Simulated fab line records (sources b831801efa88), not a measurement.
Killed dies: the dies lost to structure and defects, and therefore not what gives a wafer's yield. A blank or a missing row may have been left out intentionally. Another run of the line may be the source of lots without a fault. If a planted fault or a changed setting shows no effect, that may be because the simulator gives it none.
fab line records	flow sky130
[record] lots = 14	wafers = 42	last_day = 50
route steps=708 shown LOCAL_INTERCONNECT@389 CONTACT@409 VIA1@468
lots that met no fault: from a run of the same line without faults
start_h: the number of hours between the record's first day and the start of the first shown wafer of the lot	wait_h: hours elapsed since this lot's preceding step	" unchanged from the row above	L1.1+2: several wafers, shown together as one row	- value missing, or start not given	* or withheld: withheld	< > ~ a bound
route shown NAME@n: NAME is a module with steps in the file, n the number in the route of the first one	usual: average and standard deviation across the fault-free wafers	same: alike in all rows	chamber/n: place in a boat	sites: the reading at each site	_std_site: their standard deviation	_edge_site: mean of outer sites minus mean of inner sites	radius_mm: for every site, how far away it sits from the centre of the wafer	mask NAME#n: copy n	behind: the last tool/chamber to shape the wafer	hold: the reason the lot was held/the length of the hold in hours/how it ended	device: the n, p or np transistor that did not switch	end of line: tests run on the same wafers once the route is complete	where a step has no rows: the recipe by itself	killed: not the wafer's yield, but the dies lost to structure and defects at the first sort	map: a wafer's dies, x killed, . not, _ none there
set.NAME: the setting as run; set.NAME@STEP: as run at that earlier step	model.NAME: the simulator's own value behind a step, which no gauge read
steps of the route over a sample of lots; a table a step, a row a wafer
services: from which hour (start_h, from the record's first day; less than 0 if before it) a tool's chamber was out of use, for how many hours, and why
[[steps]]
[step SKY_LOCAL_INTERCONNECT_THK_MEAS_02]
[recipe] thk_meas_gauge = xrf	reads = TiN_of_LOCAL_INTERCONNECT_SPUTTER_00
[usual] LOCAL_INTERCONNECT_TIN_THK = 99.3/1.2
lot.wafer	tool	chamber	start_h	wait_h	LOCAL_INTERCONNECT_TIN_THK[nm]
L152.1	film_metro-01	-	674.83	0.1	99.8
L152.4	"	-	"	"	98.8
L152.6	"	-	"	"	99.2
L153.1	film_metro-01	-	683.75	0.1	98.0
L153.4	"	-	"	"	97.7
L153.5	"	-	"	"	97.3
L154.1	film_metro-02	-	694.03	0.1	99.1
L154.2	"	-	"	"	99.4
L154.5	"	-	"	"	99.7
L156.1	film_metro-02	-	718.05	0.1	101.5
L156.2	"	-	"	"	101.1
L156.5	"	-	"	"	101.2
L158.1	film_metro-03	-	722.57	0.1	98.9
L158.2	"	-	"	"	99.3
L158.4	"	-	"	"	98.7
L162.1	film_metro-03	-	758.04	0.1	100.6
L162.2	"	-	"	"	100.0
L162.5	"	-	"	"	100.4
L163.1	film_metro-01	-	768.73	0.1	100.3
L163.5	"	-	"	"	99.2
L163.6	"	-	"	"	100.6
L168.1	film_metro-01	-	809.00	0.1	97.3
L168.2	"	-	"	"	97.9
L168.5	"	-	"	"	97.0
L169.2	film_metro-01	-	830.26	0.1	99.8
L169.3	"	-	"	"	99.6
L169.6	"	-	"	"	100.0
L171.1	film_metro-02	-	837.51	0.1	98.7
L171.5	"	-	"	"	99.0
L171.6	"	-	"	"	98.7
L172.1	film_metro-02	-	839.39	0.1	99.4
L172.2	"	-	"	"	97.7
L172.5	"	-	"	"	98.3
L173.1	film_metro-01	-	844.53	0.1	100.3
L173.2	"	-	"	"	99.9
L173.4	"	-	"	"	99.3
L174.1	film_metro-01	-	849.78	0.1	100.7
L174.3	"	-	"	"	100.9
L174.4	"	-	"	"	101.0
L175.2	film_metro-01	-	855.17	0.1	99.0
L175.5	"	-	"	"	99.5
L175.6	"	-	"	"	98.8
[step SKY_LOCAL_INTERCONNECT_ETCH_13]
[recipe] chemistry = N2/H2	target = BARC	ion_energy_ev = 200	bias_w = 100	pressure_mtorr = 30	n2_flow_sccm = 100	h2_flow_sccm = 200	icp_w = 500	stop_on = SiO2	time_s = 45.9	target_depth_a = 600
[usual] drypump_motor_current_A = 5.9/0.38	oes_product_au = 0.855/0.0052	throttle_valve_pct = 13.224/0.01
lot.wafer	tool	chamber	start_h	wait_h	drypump_motor_current_A	oes_product_au	rf_hours_counter_h	throttle_valve_pct
L152.1	rie_metal-01	1	702.59	0.0	6.0	0.866	15	13.221
L152.4	"	1	"	"	6.0	0.856	-	13.236
L152.6	"	0	"	"	6.2	0.859	-	13.205
L153.1	rie_metal-04	1	711.56	0.0	5.8	0.860	2	13.236
L153.4	"	1	"	"	5.8	0.856	-	13.225
L153.5	"	1	"	"	5.9	0.850	-	13.230
L154.1	rie_metal-01	1	722.23	0.0	6.0	0.855	16	13.223
L154.2	"	0	"	"	6.2	0.847	3	13.217
L154.5	"	1	"	"	6.0	0.855	-	13.214
L156.1	rie_metal-04	0	746.11	0.0	5.4	0.861	2	13.233
L156.2	"	1	"	"	5.8	0.863	3	13.240
L156.5	"	0	"	"	5.4	0.846	-	13.212
L158.1	rie_metal-01	0	750.09	0.0	6.2	0.859	4	13.220
L158.2	"	0	"	"	6.2	0.850	-	13.209
L158.4	"	0	"	"	6.2	0.854	-	13.228
L162.1	rie_metal-01	1	784.51	0.0	6.0	0.859	1	13.223
L162.2	"	0	"	"	6.2	0.856	6	13.235
L162.5	"	0	"	"	6.2	0.854	-	13.227
L163.1	rie_metal-04	0	795.64	0.0	5.4	0.849	4	13.232
L163.5	"	0	"	"	5.4	0.851	-	13.221
L163.6	"	1	"	"	5.9	0.845	-	13.226
L168.1	rie_metal-01	0	836.24	0.0	6.2	0.846	7	13.211
L168.2	"	1	"	"	6.0	0.851	3	13.221
L168.5	"	0	"	"	6.2	0.852	-	13.238
L169.2	rie_metal-01	1	856.56	0.0	6.0	0.852	4	13.225
L169.3	"	1	"	"	6.0	0.863	-	13.227
L169.6	"	1	"	"	6.0	0.848	-	13.222
L171.1	rie_metal-04	1	863.34	0.0	5.9	0.845	7	13.223
L171.5	"	0	"	"	5.4	0.859	-	13.211
L171.6	"	1	"	"	5.9	0.859	-	13.214
L172.1	rie_metal-02	1	865.71	0.0	6.6	0.860	3	13.227
L172.2	"	0	"	"	5.8	0.866	10	13.216
L172.5	"	1	"	"	6.6	0.848	-	13.227
L173.1	rie_metal-04	1	869.71	0.0	5.9	0.858	7	13.232
L173.2	"	0	"	"	5.4	0.849	7	13.224
L173.4	"	1	"	"	5.8	0.848	-	13.209
L174.1	rie_metal-02	0	876.19	0.0	5.8	0.845	11	13.252
L174.3	"	0	"	"	5.8	0.855	-	13.213
L174.4	"	1	"	"	6.6	0.854	-	13.222
L175.2	rie_metal-02	1	880.94	0.0	6.6	0.855	4	13.233
L175.5	"	1	"	"	6.6	0.853	-	13.211
L175.6	"	0	"	"	5.8	0.854	-	13.223
[step SKY_CONTACT_THK_MEAS_03]
[recipe] reads = SiO2_of_CONTACT_HDPCVD_02
[usual] CONTACT_HDPCVD_THK = 563/5.7
lot.wafer	tool	chamber	start_h	wait_h	CONTACT_HDPCVD_THK[nm]
L152.1	film_metro-04	-	703.91	0.0	576
L152.4	"	-	"	"	557
L152.6	"	-	"	"	569
L153.1	film_metro-03	-	712.44	0.0	569
L153.4	"	-	"	"	565
L153.5	"	-	"	"	568
L154.1	film_metro-03	-	723.10	0.0	558
L154.2	"	-	"	"	557
L154.5	"	-	"	"	567
L156.1	film_metro-03	-	747.07	0.0	565
L156.2	"	-	"	"	566
L156.5	"	-	"	"	567
L158.1	film_metro-01	-	751.15	0.0	559
L158.2	"	-	"	"	564
L158.4	"	-	"	"	561
L162.1	film_metro-03	-	785.39	0.0	552
L162.2	"	-	"	"	563
L162.5	"	-	"	"	556
L163.1	film_metro-01	-	796.51	0.0	566
L163.5	"	-	"	"	563
L163.6	"	-	"	"	569
L168.1	film_metro-04	-	837.13	0.0	559
L168.2	"	-	"	"	573
L168.5	"	-	"	"	563
L169.2	film_metro-04	-	857.51	0.0	567
L169.3	"	-	"	"	569
L169.6	"	-	"	"	573
L171.1	film_metro-04	-	864.28	0.0	557
L171.5	"	-	"	"	557
L171.6	"	-	"	"	557
L172.1	film_metro-04	-	866.64	0.0	562
L172.2	"	-	"	"	573
L172.5	"	-	"	"	558
L173.1	film_metro-04	-	870.58	0.0	570
L173.2	"	-	"	"	569
L173.4	"	-	"	"	560
L174.1	film_metro-03	-	877.08	0.0	568
L174.3	"	-	"	"	575
L174.4	"	-	"	"	569
L175.2	film_metro-01	-	881.92	0.0	566
L175.5	"	-	"	"	565
L175.6	"	-	"	"	562
[step SKY_VIA1_PEB_10]
[recipe] peb_temp_c = withheld	peb_time_s = withheld	resist = KrF-thick
[usual] chill_plate_temp_C = *	exhaust_pa = 44.9/0.94
lot.wafer	tool	chamber	start_h	wait_h	chill_plate_temp_C	exhaust_pa
L152.1	litho_track-04	0	787	-	*	44.8
L152.4	"	0	"	"	*	44.2
L152.6	"	0	"	"	*	44.4
L153.1	litho_track-03	0	797	-	*	44.8
L153.4	"	0	"	"	*	45.7
L153.5	"	0	"	"	*	45.3
L154.1	litho_track-02	0	807	-	*	46.0
L154.2	"	0	"	"	*	44.6
L154.5	"	0	"	"	*	45.3
L156.1	litho_track-02	0	831	-	*	43.0
L156.2	"	0	"	"	*	43.2
L156.5	"	0	"	"	*	43.6
L158.1	litho_track-04	0	834	-	*	47.1
L158.2	"	0	"	"	*	45.8
L158.4	"	0	"	"	*	44.7
L162.1	litho_track-04	-	868	-	-	-
L162.2	"	-	"	"	-	-
L162.5	"	-	"	"	-	-
L163.1	litho_track-02	-	877	-	-	-
L163.5	"	-	"	"	-	-
L163.6	"	-	"	"	-	-
L168.1	litho_track-02	0	917	-	*	43.0
L168.2	"	0	"	"	*	45.3
L168.5	"	0	"	"	*	45.0
L169.2	litho_track-04	0	937	-	*	44.6
L169.3	"	0	"	"	*	43.6
L169.6	"	0	"	"	*	43.4
L171.1	litho_track-04	0	943	-	*	46.6
L171.5	"	0	944	-	*	46.4
L171.6	"	0	"	"	*	44.7
L172.1	litho_track-03	0	946	-	*	44.9
L172.2	"	0	"	"	*	44.6
L172.5	"	0	"	"	*	45.2
L173.1	litho_track-02	0	950	-	*	46.2
L173.2	"	0	"	"	*	45.2
L173.4	"	0	"	"	*	43.8
L174.1	litho_track-04	0	955	-	*	44.9
L174.3	"	0	"	"	*	45.2
L174.4	"	0	"	"	*	44.9
L175.2	litho_track-03	0	960	-	*	45.6
L175.5	"	0	"	"	*	45.9
L175.6	"	0	"	"	*	44.4
[[services]]
tool	chamber	start_h	hours	kind
rie_metal-02	1	734.07	4.8	repair
rie_metal-02	0	734.46	7.6	repair
rie_metal-01	1	742.96	-	clean
rie_metal-01	1	742.96	15.5	scheduled_down
rie_metal-01	1	742.96	15.5	vent_cycle
rie_metal-02	1	766.26	-	clean
rie_metal-02	1	766.26	24.6	scheduled_down
rie_metal-02	1	766.26	24.6	vent_cycle
rie_metal-04	-	792.49	0.7	repair
rie_metal-01	-	810.29	0.5	repair
rie_metal-01	-	944.44	1.2	repair
[[key]]
[first_sign] step = SKY_VIA1_PEB_10	reading = tool_record	direction = missing
effect none on later readings
met_at SKY_VIA1_PEB_10
struck_lots L162,L163
later_rows_left_out L162.1,L162.2,L162.5,L163.1,L163.5,L163.6
sort_left_out L162.1,L162.2,L162.5,L163.1,L163.5,L163.6
not_acting_at SKY_LOCAL_INTERCONNECT_THK_MEAS_02,SKY_LOCAL_INTERCONNECT_ETCH_13,SKY_CONTACT_THK_MEAS_03
onset_between 834 868
[fault] kind = skipped_step_whole	tool = litho_track-02,litho_track-04	chamber = -	onset_h = 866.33	steps = SKY_VIA1_PEB_10	scope = struck_lots_only
// sort_left_out: the simulated sort isn't trusted on such a fault, so these wafers' sort isn't shown, and their yield isn't known
// later_rows_left_out: the simulator's readings of these wafers behind a module that went badly wrong aren't trusted and aren't shown, but for the sort
